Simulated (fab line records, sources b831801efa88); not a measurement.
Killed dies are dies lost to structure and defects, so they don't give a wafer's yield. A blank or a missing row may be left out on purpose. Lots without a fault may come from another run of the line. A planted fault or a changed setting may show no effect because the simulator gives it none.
Which tool did it? | flow sky130 | 11 lots, 33 wafers sampled, at 3 steps of a route of 708

WHAT THE GAUGES READ, wafer by wafer
SKY_VIA2_THK_MEAS_01.
lot  | measured     | on            | VIA2_HDPCVD_THK (nm)
L650 | day 35 13:30 | film_metro-04 | 1180 1180 1177
L651 | day 35 19:47 | film_metro-03 | 1161 1178 1171
L652 | day 36 05:30 | film_metro-04 | 1194 1194 1183
L654 | day 36 15:44 | film_metro-01 | 1157 1178 1167
L657 | day 38 03:10 | film_metro-03 | 1176 1174 1122 1176 1174 1122
L659 | day 38 11:19 | film_metro-03 | 1172 1103 1150 1171 1104 1149
L668 | day 41 15:25 | film_metro-01 | 1172 1148 1161
L669 | day 41 16:01 | film_metro-01 | 1163 1182 1183
L670 | day 41 19:24 | film_metro-04 | 1171 1172 1169
L671 | day 41 22:28 | film_metro-01 | 1166 1182 1174
L672 | day 42 02:47 | film_metro-01 | 1172 1185 1169

WHICH TOOL RAN EACH LOT (tool, then ch and the chambers of the sampled wafers, then the start)
lot  | SKY_VIA1_SPUTTER_20          | SKY_VIA2_HDPCVD_00
L650 | pvd_sputter-03, day 34 07:59 | hdpcvd-01 ch 1,2, day 35 13:22
L651 | pvd_sputter-02, day 34 14:06 | hdpcvd-02 ch 0,2, day 35 19:40
L652 | pvd_sputter-01, day 35 00:20 | hdpcvd-01 ch 0,2, day 36 05:22
L654 | pvd_sputter-01, day 35 11:25 | hdpcvd-02 ch 0,1,2, day 36 15:37
L657 | pvd_sputter-02, day 36 22:43 | hdpcvd-02 ch 1,2, day 38 03:03
L659 | pvd_sputter-01, day 37 07:30 | hdpcvd-02 ch 0,1,2, day 38 11:11
L668 | pvd_sputter-03, day 40 12:48 | hdpcvd-02 ch 1,2, day 41 15:17
L669 | pvd_sputter-01, day 40 14:02 | hdpcvd-01 ch 0,1,2, day 41 15:52
L670 | pvd_sputter-03, day 40 17:24 | hdpcvd-01 ch 0,1,2, day 41 19:16
L671 | pvd_sputter-02, day 40 20:46 | hdpcvd-02 ch 0,1,2, day 41 22:23
L672 | pvd_sputter-02, day 41 00:34 | hdpcvd-01 ch 1,2, day 42 02:40
- SKY_VIA1_SPUTTER_20: material TiN, target thk 20 nm, time 80 s.
- SKY_VIA2_HDPCVD_00: deposits SiO2, target thk 1180 nm, time 196.7 s.

WHAT THE TOOLS THEMSELVES READ (means of the sampled wafers that have a number; where no wafer has one, the mark that the record gives instead)
SKY_VIA1_SPUTTER_20.
lot  | tool           | chamber_pressure_pa (Pa) | throttle_valve_pct (%)
L650 | pvd_sputter-03 | 5.004                    | 30.4
L651 | pvd_sputter-02 | 5.003                    | 28.8
L652 | pvd_sputter-01 | 5.012                    | 30.1
L654 | pvd_sputter-01 | 4.995                    | 29.8
L657 | pvd_sputter-02 | 5.001                    | 29.1
L659 | pvd_sputter-01 | 5.000                    | 29.9
L668 | pvd_sputter-03 | 5.006                    | 29.6
L669 | pvd_sputter-01 | 5.004                    | 29.3
L670 | pvd_sputter-03 | 5.008                    | 30.1
L671 | pvd_sputter-02 | 5.003                    | 29.5
L672 | pvd_sputter-02 | 5.006                    | 29.2

SKY_VIA2_HDPCVD_00.
lot  | tool      | pressure_mtorr (mTorr) | run_length_s (s)
L650 | hdpcvd-01 | 5.999                  | 225.0
L651 | hdpcvd-02 | 6.008                  | 225.0
L652 | hdpcvd-01 | 5.992                  | 224.6
L654 | hdpcvd-02 | 6.006                  | 224.8
L657 | hdpcvd-02 | 5.992                  | 221.4
L659 | hdpcvd-02 | 6.012                  | 222.0
L668 | hdpcvd-02 | 6.009                  | 224.3
L669 | hdpcvd-01 | 6.004                  | 224.6
L670 | hdpcvd-01 | 5.994                  | 224.8
L671 | hdpcvd-02 | 6.001                  | 224.7
L672 | hdpcvd-01 | 6.003                  | 225.0

THE ANSWER, worked out from the rows above alone
Rule: what is usual is taken from the lots themselves. Put in order of their means at a reading, lots are off if they are a third of the lots or fewer, leave a main group of 4 or more, and stand apart from it by a gap of 3 or more times the standard deviation of the main group's means; of several such gaps the widest counts. A main group whose means are all the same, to the digits that the tables above print for the reading, isn't used. A lot without any number at a reading at which 4 lots or more have one is off too. The other lots that the step has rows for count as sound. The gauges are gone through in route order, then the tools' own readings, and for those a lot's mean is taken as printed above. The first step at which some lot is off is used, and at that step the reading that is off furthest; a lot without a number counts as furthest.
Off: L657, L659, at SKY_VIA2_HDPCVD_00 (run_length_s). The main group: mean 224.8 s, standard deviation 0.22.
A tool fits if, at that step or a process step before it, it ran every lot that is off, and no sound lot after the first of them. None of those tried fits.

WHAT THE SIMULATOR HAD PUT IN
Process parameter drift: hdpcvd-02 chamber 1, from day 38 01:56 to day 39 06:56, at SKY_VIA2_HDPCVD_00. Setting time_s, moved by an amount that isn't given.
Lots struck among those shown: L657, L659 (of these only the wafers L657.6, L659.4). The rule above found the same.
